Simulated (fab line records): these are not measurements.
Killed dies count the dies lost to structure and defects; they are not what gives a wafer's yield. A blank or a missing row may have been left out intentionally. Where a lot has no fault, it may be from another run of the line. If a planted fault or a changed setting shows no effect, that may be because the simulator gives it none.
Problem report in the 8D (eight disciplines) form, filled by code	flow sky130	the parts of the form that need people (team, actions taken, sign-off) are left out

== 1. THE ISSUE ==
oes-product-au at SKY_POLY_GATE_ETCH_16 reads a mean of 0.377 a.u. on 6 wafers of 2 lots; wafers without a fault read 0.641 a.u. with a standard deviation of 0.0054. Relative to the usual mean, that is a shift of -49 standard deviations.
The step: etches Si3N4 in CH3F/O2, stops on poly-Si, time 147.5 s, target depth 75 nm.
The first sign was on wafer L424.4 at day 18 19:20, on rie-diel-04. The record holds 42 wafers of 14 lots with a number at this step. The rule behind "out" and "out of limits": a value lying over 4 standard deviations away from the usual mean. The other wafers with a number count as sound.

== 2. WHAT THIS IS AND IS NOT ==
question	is	is not
which readings at this step	oes-product-au	bias-w, drypump-motor-current-A
which lots	L424, L425	L417, L418, L419, L420, L421, L422, L433, L434, L435, L436, L439, L440
which wafers of those lots	all that have a number	-
read on which tools	rie-diel-04	rie-diel-02, rie-diel-03
when	from day 18 19:20	up to then (18 sound wafers); but 18 sound wafers of L433, L434, L435, L436, L439, L440 came after

== 3. WHAT RULES OUT EACH SUSPECT ==
Counting: a tool at a process step up to the reading stays a suspect if it ran every lot that is out and no sound lot after the first of them.
- plasma-asher-01 at SKY_VT_ADJUST_PCH_STRIP_09 (strips in O2/N2): ruled out as a lasting fault. The sound lots L435, L434 went through it after L424, its earliest lot that is out (day 12 10:59).
- rie-diel-04 at SKY_POLY_GATE_ETCH_15 (etches BARC in N2/H2, stops on SiO2, time 118.5 s, target depth 110 nm): ruled out as a lasting fault. The sound lots L433, L435, L434, L439 went through it after L424, its earliest lot that is out (day 18 19:15).
- rie-diel-04 at SKY_POLY_GATE_ETCH_16 (etches Si3N4 in CH3F/O2, stops on poly-Si, time 147.5 s, target depth 75 nm): ruled out as a lasting fault. The sound lots L433, L435, L434, L439 went through it after L424, its earliest lot that is out (day 18 19:20).
Left after counting: nothing in the record.

== 4. THE CAUSE (what the simulator had put in) ==
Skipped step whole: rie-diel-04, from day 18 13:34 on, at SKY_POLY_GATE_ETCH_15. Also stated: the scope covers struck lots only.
Counting ruled it out, wrongly.

== 5. SEQUENCE OF EFFECTS, ordered by route ==
Each row: a reading whose mean over the struck wafers that have a number lies more than 3 standard deviations from the usual. Only readings whose record carries a usual standard deviation are examined. hours: median over the lots of the time between each lot's start at the first step of this table that gives one and its start at this step. sigmas: the change, counted in usual standard deviations.
hours	step	reading	usual	on struck wafers	change	sigmas
0	SKY_POLY_GATE_ETCH_16	oes-product-au	0.641 a.u.	0.377	-0.265	-49
0	SKY_POLY_GATE_ETCH_16	throttle-valve-pct	10.535 %	10.497	-0.038	-3.8
0	SKY_POLY_GATE_ETCH_17	oes-product-au	0.987 a.u.	0.271	-0.716	-99 or more
Here are the process steps it includes:
- SKY_POLY_GATE_ETCH_16: etches Si3N4 in CH3F/O2, stops on poly-Si, time 147.5 s, target depth 75 nm.
- SKY_POLY_GATE_ETCH_17: etches poly-Si in HBr/Cl2, stops on SiO2, target depth 180 nm, time 70.5 s.
Readings that are blank on the struck wafers while sound wafers have them: bias-w at SKY_POLY_GATE_ETCH_15; chamber-pressure-mTorr at SKY_POLY_GATE_ETCH_15; drypump-motor-current-A at SKY_POLY_GATE_ETCH_15; oes-product-au at SKY_POLY_GATE_ETCH_15; throttle-valve-pct at SKY_POLY_GATE_ETCH_15; cd-nm at SKY_POLY_GATE_CD_MEAS_22.

== 6. WHAT WOULD HAVE CAUGHT IT SOONER ==
In this record no reading fell out of limits until day 18 19:20, 6 hours after the fault had begun at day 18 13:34.
At SKY_POLY_GATE_ETCH_15 the tool's readings are blank on the struck wafers, where sound wafers have them: an empty tool record is the first sign, and it was there at once.
